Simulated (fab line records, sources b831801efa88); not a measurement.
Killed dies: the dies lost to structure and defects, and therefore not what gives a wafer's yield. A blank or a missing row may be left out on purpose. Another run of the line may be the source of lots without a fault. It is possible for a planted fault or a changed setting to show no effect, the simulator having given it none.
The tool behind it: which one? | flow gf180mcu | 11 lots, 33 wafers sampled, at 5 steps of a route of 602

## WHAT THE GAUGES SHOWED, per wafer
GF_NSD_TW_MEAS_12.
lot  | measured     | on            | NSD_TW
L265 | day 13 09:02 | film metro-02 | 4270 4296 4276
L267 | day 13 23:38 | film metro-03 | 4259 4271 4249
L268 | day 14 04:01 | film metro-02 | 4291 4279 4287
L274 | day 16 10:44 | film metro-01 | 4266 4248 4254
L276 | day 17 06:19 | film metro-02 | 4283 4294 4276
L277 | day 17 15:18 | film metro-01 | 4299 4295 4293
L279 | day 18 05:43 | film metro-03 | 4259 4276 4272
L281 | day 18 19:38 | film metro-03 | 4468 4499 4489
L282 | day 19 06:39 | film metro-02 | 4302 4276 4275
L283 | day 19 14:11 | film metro-01 | 4506 4501 4513
L288 | day 21 06:38 | film metro-03 | 4267 4290 4276

GF_PSD_RS_MEAS_14: a four-point-probe measurement.
lot  | measured     | on            | NSD_RS (ohm/sq)
L265 | day 14 05:52 | film metro-01 | 46.08 46.12 46.12
L267 | day 14 20:27 | film metro-02 | 46.40 46.37 46.37
L268 | day 15 01:31 | film metro-02 | 46.20 46.20 46.21
L274 | day 17 10:04 | film metro-02 | 46.20 46.25 46.22
L276 | day 18 05:16 | film metro-02 | 46.22 46.21 46.22
L277 | day 18 15:31 | film metro-03 | 46.19 46.14 46.26
L279 | day 19 06:26 | film metro-01 | 46.19 46.20 46.13
L281 | day 19 20:52 | film metro-02 | 42.50 42.36 42.52
L282 | day 20 07:32 | film metro-01 | 46.21 46.10 46.21
L283 | day 20 15:02 | film metro-02 | 42.30 42.50 42.46
L288 | day 22 06:55 | film metro-03 | 46.10 46.11 46.02

GF_V1_THK_MEAS_03.
lot  | measured     | on            | V1_CVD_02_THK (nm)
L265 | day 17 02:44 | film metro-01 | 855 849 858
L267 | day 17 19:02 | film metro-01 | 854 853 860
L268 | day 18 01:10 | film metro-04 | 837 857 860
L274 | day 20 15:09 | film metro-04 | 850 855 856
L276 | day 21 10:35 | film metro-02 | 832 848 860
L277 | day 21 20:28 | film metro-04 | 844 861 866
L279 | day 22 11:52 | film metro-04 | 845 848 852
L281 | day 23 00:03 | film metro-02 | 833 833 863
L282 | day 23 10:48 | film metro-02 | 831 854 853
L283 | day 23 20:14 | film metro-04 | 844 848 858
L288 | day 25 05:46 | film metro-04 | 844 871 857

## WHICH TOOL RAN EACH LOT (tool, then ch and the chambers of the sampled wafers, then the start)
lot  | GF_NSD_IMPLANT_09               | GF_NSD_STRIP_11
L265 | implanter-03 ch 0, day 13 08:38 | plasma asher-03 ch 0,1, day 13 08:56
L267 | implanter-04 ch 0, day 13 23:15 | plasma asher-02 ch 0,1, day 13 23:32
L268 | implanter-03 ch 0, day 14 03:37 | plasma asher-04 ch 0,1, day 14 03:55
L274 | implanter-04 ch 0, day 16 10:22 | plasma asher-04 ch 0,1, day 16 10:39
L276 | implanter-03 ch 0, day 17 05:55 | plasma asher-03 ch 0,1, day 17 06:13
L277 | implanter-03 ch 0, day 17 14:56 | plasma asher-03 ch 0,1, day 17 15:13
L279 | implanter-03 ch 0, day 18 05:21 | plasma asher-04 ch 0,1, day 18 05:37
L281 | implanter-03 ch 0, day 18 19:14 | plasma asher-04 ch 0,1, day 18 19:32
L282 | implanter-01 ch 0, day 19 06:17 | plasma asher-03 ch 0,1, day 19 06:34
L283 | implanter-03 ch 0, day 19 13:48 | plasma asher-03 ch 0,1, day 19 14:05
L288 | implanter-04 ch 0, day 21 06:15 | plasma asher-03 ch 0,1, day 21 06:32
- GF_NSD_IMPLANT_09
- GF_NSD_STRIP_11: strips in O2/N2.

## AS READ BY THE TOOLS THEMSELVES (means over the sampled wafers that have a number; for cases with no such wafer, the mark the record gives instead)
GF_NSD_IMPLANT_09.
lot  | tool         | beam energy keV
L265 | implanter-03 | 59.989
L267 | implanter-04 | 60.000
L268 | implanter-03 | 59.990
L274 | implanter-04 | 60.012
L276 | implanter-03 | 60.037
L277 | implanter-03 | 59.973
L279 | implanter-03 | 60.011
L281 | implanter-03 | 74.782
L282 | implanter-01 | 60.018
L283 | implanter-03 | 74.798
L288 | implanter-04 | 60.024

GF_NSD_STRIP_11.
lot  | tool            | drypump motor current A (A) | heater power w (W) | o2 flow sccm (sccm) | oes product au (a.u.) | strip time to endpoint s (s)
L265 | plasma asher-03 | 5.81                        | 360                | 3000                | 0.485                 | 22.97
L267 | plasma asher-02 | 5.38                        | 333                | 3002                | 0.486                 | 22.91
L268 | plasma asher-04 | 5.28                        | 311                | 3010                | 0.487                 | 23.02
L274 | plasma asher-04 | 5.26                        | 310                | 3006                | 0.489                 | 22.90
L276 | plasma asher-03 | 5.68                        | 341                | 3003                | 0.490                 | 22.92
L277 | plasma asher-03 | 5.83                        | 363                | 3003                | 0.489                 | 22.99
L279 | plasma asher-04 | 5.26                        | 315                | 2990                | 0.491                 | 22.94
L281 | plasma asher-04 | 5.27                        | 317                | 3009                | 0.469                 | 25.01
L282 | plasma asher-03 | 5.83                        | 358                | 2978                | 0.487                 | 22.97
L283 | plasma asher-03 | 5.83                        | 357                | 3001                | 0.464                 | 24.97
L288 | plasma asher-03 | 5.84                        | 351                | 2994                | 0.486                 | 22.98

## THE ANSWER, worked out from the rows above alone
Rule: the lots themselves supply what counts as usual. The widest of any qualifying gaps counts: lots, ordered by their means at a reading, are off when they make up no more than a third of the lots, leave a main group of 4 or more, and stand apart from it by 3 or more times the standard deviation of that group's means. Not used: any main group whose means are identical at the precision the tables above print for the reading. Also off: a lot with no number at a reading for which 4 or more lots have one. Where the step has rows for the other lots, those lots are counted as sound. First the gauges in route order, then the tools' own readings, where a lot's mean is used as printed above. At the first step where some lot is off, the reading lying furthest off is the one used; lots without a number count as furthest.
Off: at GF_NSD_TW_MEAS_12 (NSD_TW), L281, L283. For the main group the mean is 4277 and the standard deviation 12.
A tool fits if, at a process step before that reading, it ran every lot that is off, and no sound lot after the first of them. Not tried: the gauges at GF_NSD_TW_MEAS_12; whatever is off there is also off at GF_PSD_RS_MEAS_14, on other tools, and gauge error can't account for it. One candidate fits, namely implanter-03 at GF_NSD_IMPLANT_09. A fault onset in the window from L279 (day 18 05:21, its last sound lot) to L281 (day 18 19:14, its first lot off) fits.
On the lots that are off, the tool's own readings at GF_NSD_IMPLANT_09 differ by more than 5 times the standard deviation of the sound lots' means, which bears it out; beam energy keV reads 74.790 there versus 60.006 on the sound lots.

## WHAT WAS PUT IN BY THE SIMULATOR
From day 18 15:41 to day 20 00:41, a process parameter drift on implanter-03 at GF_NSD_IMPLANT_09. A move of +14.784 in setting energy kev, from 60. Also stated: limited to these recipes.
Lots struck among those shown: L281, L283. The rule above reached the same finding.
